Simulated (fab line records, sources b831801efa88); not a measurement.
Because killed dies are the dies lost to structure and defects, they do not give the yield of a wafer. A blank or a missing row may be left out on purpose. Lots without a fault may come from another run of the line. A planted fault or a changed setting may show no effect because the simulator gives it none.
Chamber matching || flow gf180mcu || rie_diel-02 running GF_CONTACT_ETCH_16: 4 sister chambers
The step etches BARC in N2/H2. 14 wafers are shown with their chamber, then 7 later ones without.

## WAFERS PAIRED WITH THEIR CHAMBERS
{"wafer": "L742.1", "chamber": 3, "h2_flow_sccm (sccm)": 199.3, "oes_product_au (a.u.)": 0.854, "throttle_valve_pct (%)": 13.232}
{"wafer": "L742.2", "chamber": 1, "h2_flow_sccm (sccm)": 199.8, "oes_product_au (a.u.)": 0.859, "throttle_valve_pct (%)": 13.218}
{"wafer": "L742.5", "chamber": 0, "h2_flow_sccm (sccm)": 200.1, "oes_product_au (a.u.)": 0.862, "throttle_valve_pct (%)": 13.222}
{"wafer": "L743.3", "chamber": 0, "h2_flow_sccm (sccm)": 200.1, "oes_product_au (a.u.)": 0.856, "throttle_valve_pct (%)": 13.219}
{"wafer": "L743.4", "chamber": 2, "h2_flow_sccm (sccm)": 199.6, "oes_product_au (a.u.)": 0.860, "throttle_valve_pct (%)": 13.221}
{"wafer": "L743.5", "chamber": 3, "h2_flow_sccm (sccm)": 199.8, "oes_product_au (a.u.)": 0.861, "throttle_valve_pct (%)": 13.224}
{"wafer": "L744.1", "chamber": 1, "h2_flow_sccm (sccm)": 200.6, "oes_product_au (a.u.)": 0.849, "throttle_valve_pct (%)": 13.220}
{"wafer": "L744.3", "chamber": 2, "h2_flow_sccm (sccm)": 199.6, "oes_product_au (a.u.)": 0.851, "throttle_valve_pct (%)": 13.231}
{"wafer": "L744.6", "chamber": 3, "h2_flow_sccm (sccm)": 198.4, "oes_product_au (a.u.)": 0.848, "throttle_valve_pct (%)": 13.219}
{"wafer": "L748.1", "chamber": 0, "h2_flow_sccm (sccm)": 198.8, "oes_product_au (a.u.)": 0.851, "throttle_valve_pct (%)": 13.233}
{"wafer": "L748.4", "chamber": 1, "h2_flow_sccm (sccm)": 199.5, "oes_product_au (a.u.)": 0.852, "throttle_valve_pct (%)": 13.212}
{"wafer": "L748.6", "chamber": 1, "h2_flow_sccm (sccm)": 200.3, "oes_product_au (a.u.)": 0.856, "throttle_valve_pct (%)": 13.234}
{"wafer": "L751.1", "chamber": 2, "h2_flow_sccm (sccm)": 200.6, "oes_product_au (a.u.)": 0.849, "throttle_valve_pct (%)": 13.218}
{"wafer": "L751.3", "chamber": 3, "h2_flow_sccm (sccm)": 199.1, "oes_product_au (a.u.)": 0.848, "throttle_valve_pct (%)": 13.224}

SIGNATURES (means of the wafers above)
{"reading": "h2_flow_sccm", "chamber 0": 199.667, "chamber 1": 200.050, "chamber 2": 199.933, "chamber 3": 199.150, "scatter within a chamber": 0.594}
{"reading": "oes_product_au", "chamber 0": 0.85633, "chamber 1": 0.85400, "chamber 2": 0.85333, "chamber 3": 0.85275, "scatter within a chamber": 0.0055}
{"reading": "throttle_valve_pct", "chamber 0": 13.22467, "chamber 1": 13.22100, "chamber 2": 13.22333, "chamber 3": 13.22475, "scatter within a chamber": 0.0074}
Rule: for a wafer and a chamber, the distance is found by dividing, reading by reading, the gap between the wafer's reading and the chamber's mean by the reading's scatter, squaring, summing and taking the root. The wafer belongs to the nearest chamber; if the next one is less than 2 further off, it can't be placed. The scatter: take each reading less its chamber's mean, square it, sum over the shown wafers, divide by the number of wafers less the number of chambers, and take the root.

## WAFERS MISSING THEIR CHAMBER
{"wafer": "L751.4", "h2_flow_sccm (sccm)": 199.9, "oes_product_au (a.u.)": 0.855, "throttle_valve_pct (%)": 13.221}
{"wafer": "L753.1", "h2_flow_sccm (sccm)": 199.2, "oes_product_au (a.u.)": 0.852, "throttle_valve_pct (%)": 13.221}
{"wafer": "L753.4", "h2_flow_sccm (sccm)": 199.6, "oes_product_au (a.u.)": 0.854, "throttle_valve_pct (%)": 13.220}
{"wafer": "L753.5", "h2_flow_sccm (sccm)": 200.1, "oes_product_au (a.u.)": 0.851, "throttle_valve_pct (%)": 13.230}
{"wafer": "L754.2", "h2_flow_sccm (sccm)": 199.6, "oes_product_au (a.u.)": 0.857, "throttle_valve_pct (%)": 13.210}
{"wafer": "L754.3", "h2_flow_sccm (sccm)": 200.3, "oes_product_au (a.u.)": 0.861, "throttle_valve_pct (%)": 13.221}
{"wafer": "L754.4", "h2_flow_sccm (sccm)": 199.7, "oes_product_au (a.u.)": 0.862, "throttle_valve_pct (%)": 13.218}

## CHAMBER TAKEN BY EACH
{"wafer": "L751.4", "from the rows above": "can't be placed: 1 or 2 or 0 or 3", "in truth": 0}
{"wafer": "L753.1", "from the rows above": "can't be placed: 3 or 0 or 2 or 1", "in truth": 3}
{"wafer": "L753.4", "from the rows above": "can't be placed: 2 or 0 or 1 or 3", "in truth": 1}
{"wafer": "L753.5", "from the rows above": "can't be placed: 2 or 1 or 0 or 3", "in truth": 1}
{"wafer": "L754.2", "from the rows above": "can't be placed: 1 or 0 or 2 or 3", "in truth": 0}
{"wafer": "L754.3", "from the rows above": "can't be placed: 1 or 0 or 2 or 3", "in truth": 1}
{"wafer": "L754.4", "from the rows above": "can't be placed: 0 or 1 or 2 or 3", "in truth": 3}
Correct placement for 0 of the 7. From these rows, 7 cannot be placed; in 7 the true chamber is one of the candidates. Placed wrongly: 0.
